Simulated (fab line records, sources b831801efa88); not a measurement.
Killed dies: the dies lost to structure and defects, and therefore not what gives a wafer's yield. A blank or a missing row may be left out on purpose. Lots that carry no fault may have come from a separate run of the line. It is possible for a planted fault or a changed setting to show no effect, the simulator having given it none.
Matching of chambers || flow sky130 || rieDiel-02 running SKY_POLY_CUT_ETCH_11: 4 sister chambers
The step etches Si3N4 in CF4/CH2F2/Ar, stops on poly-Si, time 42.5 s, target depth 60 nm. 4 wafers are shown with their chamber, then 7 later ones without.

WAFERS PAIRED WITH THEIR CHAMBERS
{"wafer": "L512.4", "chamber": 1, "throttleValvePct (%)": 14.996}
{"wafer": "L512.6", "chamber": 0, "throttleValvePct (%)": 14.985}
{"wafer": "L526.1", "chamber": 2, "throttleValvePct (%)": 14.990}
{"wafer": "L526.4", "chamber": 3, "throttleValvePct (%)": 15.004}

WAFERS MISSING THEIR CHAMBER
{"wafer": "L526.6", "throttleValvePct (%)": 14.991}
{"wafer": "L528.1", "throttleValvePct (%)": 15.003}
{"wafer": "L528.3", "throttleValvePct (%)": 14.975}
{"wafer": "L528.6", "throttleValvePct (%)": 15.000}
{"wafer": "L530.2", "throttleValvePct (%)": 14.968}
{"wafer": "L530.3", "throttleValvePct (%)": 14.996}
{"wafer": "L530.5", "throttleValvePct (%)": 14.975}

CHAMBER TAKEN BY EACH
{"wafer": "L526.6", "from the rows above": "can't be placed: 2 or 1 or 0 or 3", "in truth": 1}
{"wafer": "L528.1", "from the rows above": "can't be placed: 3 or 1 or 2 or 0", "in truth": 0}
{"wafer": "L528.3", "from the rows above": "can't be placed: 0 or 2 or 1", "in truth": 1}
{"wafer": "L528.6", "from the rows above": "can't be placed: 1 or 3 or 2 or 0", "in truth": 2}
{"wafer": "L530.2", "from the rows above": "can't be placed: 0 or 2 or 1", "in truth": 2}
{"wafer": "L530.3", "from the rows above": "can't be placed: 1 or 2 or 3 or 0", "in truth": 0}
{"wafer": "L530.5", "from the rows above": "can't be placed: 0 or 2 or 1", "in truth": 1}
Placed correctly: 0 of 7. Can't be placed from these rows: 7 (the true chamber is among the candidates in 7). Wrongly placed: 0.
How it was worked out, from the rows above alone: a wafer's distance from a chamber is the root of the sum, over the readings, of the square of ((its reading less the chamber's mean) divided by the reading's scatter). If the next closest chamber is less than 2 further off than the closest, the wafer can't be placed; otherwise it belongs to the closest. Each chamber's mean is taken over the wafers shown for it. The scatter: with one shown wafer a chamber, the root of the mean of the squares of how far each hidden wafer lies from its nearest shown one.
